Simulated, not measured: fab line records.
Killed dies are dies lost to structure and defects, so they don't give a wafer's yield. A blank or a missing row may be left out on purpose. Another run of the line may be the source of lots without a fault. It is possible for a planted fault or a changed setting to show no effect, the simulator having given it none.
Which of the tools did it? / flow sfq-line / 14 lots (42 wafers sampled), 1 step of a 325-step route

## WHAT THE GAUGES SHOWED, per wafer
No reading from a measuring or inspecting step in the record can be judged against a usual standard deviation.

## TOOL THAT RAN EACH LOT (tool first, then ch and the chambers of the sampled wafers, then the start)
lot=L944; SFQ_TRILAYER_I0_VIA_BARC_OPEN_VIA_ETCH_046=rie-diel-02 ch 0,1,2, day 16 09:42
lot=L945; SFQ_TRILAYER_I0_VIA_BARC_OPEN_VIA_ETCH_046=rie-diel-02 ch 0,2,3, day 16 20:30
lot=L946; SFQ_TRILAYER_I0_VIA_BARC_OPEN_VIA_ETCH_046=rie-diel-01 ch 2,3, day 17 11:01
lot=L947; SFQ_TRILAYER_I0_VIA_BARC_OPEN_VIA_ETCH_046=rie-diel-02 ch 1,2,3, day 18 06:13
lot=L948; SFQ_TRILAYER_I0_VIA_BARC_OPEN_VIA_ETCH_046=rie-diel-02 ch 0,1,2, day 18 19:25
lot=L949; SFQ_TRILAYER_I0_VIA_BARC_OPEN_VIA_ETCH_046=rie-diel-02 ch 0,1,3, day 19 00:13
lot=L951; SFQ_TRILAYER_I0_VIA_BARC_OPEN_VIA_ETCH_046=rie-diel-02 ch 0,1,2, day 19 18:13
lot=L953; SFQ_TRILAYER_I0_VIA_BARC_OPEN_VIA_ETCH_046=rie-diel-04 ch 2,3, day 20 22:52
lot=L959; SFQ_TRILAYER_I0_VIA_BARC_OPEN_VIA_ETCH_046=rie-diel-02 ch 1,2, day 22 11:20
lot=L960; SFQ_TRILAYER_I0_VIA_BARC_OPEN_VIA_ETCH_046=rie-diel-01 ch 0,1, day 22 12:32
lot=L961; SFQ_TRILAYER_I0_VIA_BARC_OPEN_VIA_ETCH_046=rie-diel-04 ch 0,1,2, day 22 13:44
lot=L964; SFQ_TRILAYER_I0_VIA_BARC_OPEN_VIA_ETCH_046=rie-diel-02 ch 0,2,3, day 22 17:20
lot=L965; SFQ_TRILAYER_I0_VIA_BARC_OPEN_VIA_ETCH_046=rie-diel-01 ch 0,2,3, day 22 18:33
lot=L966; SFQ_TRILAYER_I0_VIA_BARC_OPEN_VIA_ETCH_046=rie-diel-04 ch 1,2, day 22 19:44
- SFQ_TRILAYER_I0_VIA_BARC_OPEN_VIA_ETCH_046: etches BARC in O2, target depth 125 nm, time 41.7 s.

## AS READ BY THE TOOLS THEMSELVES (means over the sampled wafers that have a number; for cases with no such wafer, the mark the record gives instead)
SFQ_TRILAYER_I0_VIA_BARC_OPEN_VIA_ETCH_046.
lot=L944; tool=rie-diel-02; chamber-pressure-mTorr (mTorr)=30.003; drypump-motor-current-A (A)=5.8; oes-product-au (a.u.)=0.687; run-length-s (s)=70.2
lot=L945; tool=rie-diel-02; chamber-pressure-mTorr (mTorr)=30.034; drypump-motor-current-A (A)=5.9; oes-product-au (a.u.)=0.687; run-length-s (s)=69.9
lot=L946; tool=rie-diel-01; chamber-pressure-mTorr (mTorr)=29.997; drypump-motor-current-A (A)=5.1; oes-product-au (a.u.)=0.687; run-length-s (s)=69.7
lot=L947; tool=rie-diel-02; chamber-pressure-mTorr (mTorr)=30.005; drypump-motor-current-A (A)=5.7; oes-product-au (a.u.)=0.682; run-length-s (s)=70.1
lot=L948; tool=rie-diel-02; chamber-pressure-mTorr (mTorr)=29.995; drypump-motor-current-A (A)=5.8; oes-product-au (a.u.)=0.686; run-length-s (s)=70.0
lot=L949; tool=rie-diel-02; chamber-pressure-mTorr (mTorr)=30.009; drypump-motor-current-A (A)=5.9; oes-product-au (a.u.)=0.691; run-length-s (s)=69.4
lot=L951; tool=rie-diel-02; chamber-pressure-mTorr (mTorr)=29.975; drypump-motor-current-A (A)=5.8; oes-product-au (a.u.)=0.695; run-length-s (s)=69.5
lot=L953; tool=rie-diel-04; chamber-pressure-mTorr (mTorr)=30.009; drypump-motor-current-A (A)=5.9; oes-product-au (a.u.)=0.687; run-length-s (s)=70.4
lot=L959; tool=rie-diel-02; chamber-pressure-mTorr (mTorr)=29.997; drypump-motor-current-A (A)=5.6; oes-product-au (a.u.)=0.683; run-length-s (s)=70.3
lot=L960; tool=rie-diel-01; chamber-pressure-mTorr (mTorr)=30.000; drypump-motor-current-A (A)=5.3; oes-product-au (a.u.)=0.689; run-length-s (s)=70.5
lot=L961; tool=rie-diel-04; chamber-pressure-mTorr (mTorr)=30.010; drypump-motor-current-A (A)=5.7; oes-product-au (a.u.)=0.681; run-length-s (s)=69.6
lot=L964; tool=rie-diel-02; chamber-pressure-mTorr (mTorr)=29.975; drypump-motor-current-A (A)=5.9; oes-product-au (a.u.)=0.686; run-length-s (s)=69.7
lot=L965; tool=rie-diel-01; chamber-pressure-mTorr (mTorr)=30.017; drypump-motor-current-A (A)=5.3; oes-product-au (a.u.)=0.684; run-length-s (s)=69.9
lot=L966; tool=rie-diel-04; chamber-pressure-mTorr (mTorr)=30.021; drypump-motor-current-A (A)=5.4; oes-product-au (a.u.)=0.686; run-length-s (s)=69.6

## THE ANSWER, worked out from the rows above alone
Rule: what is usual is taken from the lots themselves. The widest of any qualifying gaps counts: lots, ordered by their means at a reading, are off when they make up no more than a third of the lots, leave a main group of 4 or more, and stand apart from it by 3 or more times the standard deviation of that group's means. If all means in a main group match to the digits the tables above print for the reading, that group is not used. Also off: a lot with no number at a reading for which 4 or more lots have one. Any other lot the step has rows for is counted as sound. The gauges are gone through in route order, then the tools' own readings, and for those a lot's mean is taken as printed above. At the first step where some lot is off, the reading lying furthest off is the one used; lots without a number count as furthest.
No lot is off at any reading shown: from this, nothing can be told.

## WHAT WAS PUT IN BY THE SIMULATOR
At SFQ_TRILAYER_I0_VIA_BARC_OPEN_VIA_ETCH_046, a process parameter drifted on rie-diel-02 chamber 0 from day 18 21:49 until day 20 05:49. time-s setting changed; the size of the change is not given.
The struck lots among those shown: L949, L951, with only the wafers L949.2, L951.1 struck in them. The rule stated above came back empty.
